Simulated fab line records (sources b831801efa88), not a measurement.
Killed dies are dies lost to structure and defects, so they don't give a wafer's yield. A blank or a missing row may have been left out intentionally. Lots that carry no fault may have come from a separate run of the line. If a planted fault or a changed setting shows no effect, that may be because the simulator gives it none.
Chamber matching ; flow gf180mcu ; pecvd-02 running GF_PASSIVATION_CVD_02: 3 sister chambers
The step deposits Si3N4, target thk 700 nm, time 486.18 s. 22 wafers are shown with their chamber, then 11 later ones without.

WAFERS PAIRED WITH THEIR CHAMBERS
wafer;chamber;heaterPowerW (W)
L075.4;1;571
L075.5;2;697
L075.6;0;762
L074.1;1;594
L074.3;0;901
L074.6;2;652
L080.1;2;686
L080.4;1;569
L080.5;2;702
L081.1;2;706
L081.2;0;880
L081.3;1;585
L086.2;1;589
L086.3;2;612
L086.4;0;871
L089.4;0;755
L089.5;1;603
L089.6;2;676
L090.1;2;732
L090.3;1;521
L090.5;1;546
L091.3;0;899

SIGNATURES (means of the wafers above)
reading;chamber 0;chamber 1;chamber 2;scatter within a chamber
heaterPowerW;844.67;572.25;682.88;44.5
Rule: a wafer's distance from a chamber is the root of the sum, over the readings, of the square of ((its reading less the chamber's mean) divided by the reading's scatter). The wafer belongs to the nearest chamber; if the next one is less than 2 further off, it can't be placed. The scatter is the square root of a quotient: the sum, over the shown wafers, of each reading's squared deviation from its chamber's mean, divided by wafers minus chambers.

WAFERS WHOSE CHAMBER IS MISSING
wafer;heaterPowerW (W)
L091.5;570
L091.6;941
L092.1;563
L092.2;719
L092.6;911
L095.2;605
L095.4;480
L095.5;895
L097.1;685
L097.2;932
L097.4;710

CHAMBER TAKEN BY EACH
wafer;from the rows above;in truth
L091.5;1;1
L091.6;0;0
L092.1;1;1
L092.2;2;2
L092.6;0;0
L095.2;can't be placed: 1 or 2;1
L095.4;1;1
L095.5;0;0
L097.1;2;2
L097.2;0;0
L097.4;2;2
Correct placement for 10 of the 11. Can't be placed from these rows: 1 (the true chamber is among the candidates in 1). Placed wrongly: 0.
